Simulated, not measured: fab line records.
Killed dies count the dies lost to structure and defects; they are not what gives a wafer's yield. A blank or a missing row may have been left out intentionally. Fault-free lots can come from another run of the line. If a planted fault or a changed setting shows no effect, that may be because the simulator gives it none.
A lot that was struck, set against a sound lot :: flow sky130 :: 14 out of 708 route steps
Sound: these wafers, L286.1, L286.3, L286.4. Wafers struck: L301.3, L301.5, L301.6. The cause comes at the end.
Order at every step that has rows: each side's tool, ch and its chambers, its first start. Under that, the readings that differ: sound wafers :: struck wafers :: difference of the means :: sigmas: that difference in standard deviations of wafers without a fault.
alike: words and numbers the same on both sides, and readings whose means are apart by under 2 such deviations; not compared: readings that were withheld, readings missing a value for some wafer, numbers with overlapping values and no deviation given by the record, and bounds like >300 which may hide the same value.
The two part at a step that has a row with sigmas, a row that says differs or no value, or rows on one side only. Numbers that don't overlap but have no deviation are shown without sigmas and don't part them. Lack of a reading on every wafer of one side parts them only where that side has two or more wafers.

first, 5 steps without rows for these wafers: SKY_SD_N_COAT_02 (resist thk 1140 nm); SKY_SD_N_SOFTBAKE_03 (time 60 s); SKY_SD_N_EXPOSE_04 (exposes mask NSDM, target cd 380 nm); SKY_SD_N_PEB_05; SKY_SD_N_DEVELOP_06 (develop time 60 s).
SKY_SD_N_CD_MEAS_07 targets a cd of 380 nm.
  sound: cd sem-01 at day 29 16:13; struck: cd sem-01 at day 34 08:04
  alike: cd nm
SKY_SD_N_OVL_MEAS_08:
  sound: overlay-01 at day 29 16:20; struck: overlay-02 at day 34 08:09
  alike: SD_N_OVL
then, 2 steps without rows for these wafers: SKY_SD_N_IMPLANT_09; SKY_SD_N_IMPLANT_10.
SKY_SD_N_STRIP_11: strips in O2/N2.
  sound on plasma asher-04 ch 0,1, day 29 16:44; struck on plasma asher-03 ch 0,1, day 34 08:31
  alike: drypump motor current A, oes product au, strip time to endpoint s
  not compared: rf hours counter h
SKY_SD_N_TW_MEAS_12:
  sound: film metro-02 at day 29 16:50; struck: film metro-02 at day 34 08:38
  alike: SD_N_TW
then, 1 step without rows for these wafers: SKY_SD_N_CLEAN_13 (cleans in SC1/SC2, time 150 s).
SKY_SD_N_RTA_14: time 2 s.
  sound on rtp anneal-01 ch 0, day 29 17:00; struck on rtp anneal-02 ch 0, day 34 08:44
reading: ramp up c per s
sound: 150.01 150.01 149.99
struck: 44.999 45.036 44.980
difference: -104.998
sigmas: -99 or more
  alike: anneal temp c max, lamp power pct, ramp down c per s, wafer_temp_C_max
-- a jump in the record: the struck wafers' starts before and after are 16 days apart (it breaks off in module SD_N and resumes in module PAD_OPEN, where the first step shown is number 708 of the route) --
SKY_PAD_OPEN_PROBE_99:
  sound: prober-02 at day 47 05:05; struck: prober-01 at day 50 08:47
reading: killed at front end
sound: 28 22 16
struck: 9 7 9
difference: -14
sigmas: -3

reading: model.etest.res xhigh po.line ohm um
sound: 5448 5579 5463
struck: 5021 5103 5229
difference: -379
sigmas: 

reading: model.etest.res xhigh po.rs ohm sq
sound: 1888 1964 1941
struck: 1769 1761 1785
difference: -159
sigmas: 

reading: model.etest.pfet_01v8.r on ohm um
sound: 2791 2836 2885
struck: 2694 2724 2695
difference: -133
sigmas: 

reading: model.etest.res pdiff.line ohm um
sound: 1362 1344 1362
struck: 1324 1303 1338
difference: -34
sigmas: 

reading: model.etest.res high po.line ohm um
sound: 724.5 737.4 732.8
struck: 698.9 691.9 698
difference: -35.3
sigmas: 

reading: model.etest.licon high po.rc ohm
sound: 340.2 354.1 352.9
struck: 303.6 298.8 298.7
difference: -48.7
sigmas: 

reading: model.etest.res high po.rs ohm sq
sound: 254.2 261.9 259.8
struck: 240.5 239.7 244.6
difference: -17.0
sigmas: 

reading: model.etest.res pdiff hv.rs ohm sq
sound: 186.4 186.8 186.4
struck: 183 183.2 181.5
difference: -4
sigmas: 
  alike: killed_at_M0_to_M3, killed_at_M4_up, killed at contacts, killed at other, killed dies, killed open, killed short

## WHERE THEY PART
At SKY_SD_N_RTA_14 first; at SKY_PAD_OPEN_PROBE_99 last (within this record only).

WHY: the cause the simulator had injected
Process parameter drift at SKY_SD_N_RTA_14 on rtp anneal-02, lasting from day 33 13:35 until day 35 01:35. From 150, the setting ramp up c per s moved by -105. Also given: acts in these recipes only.
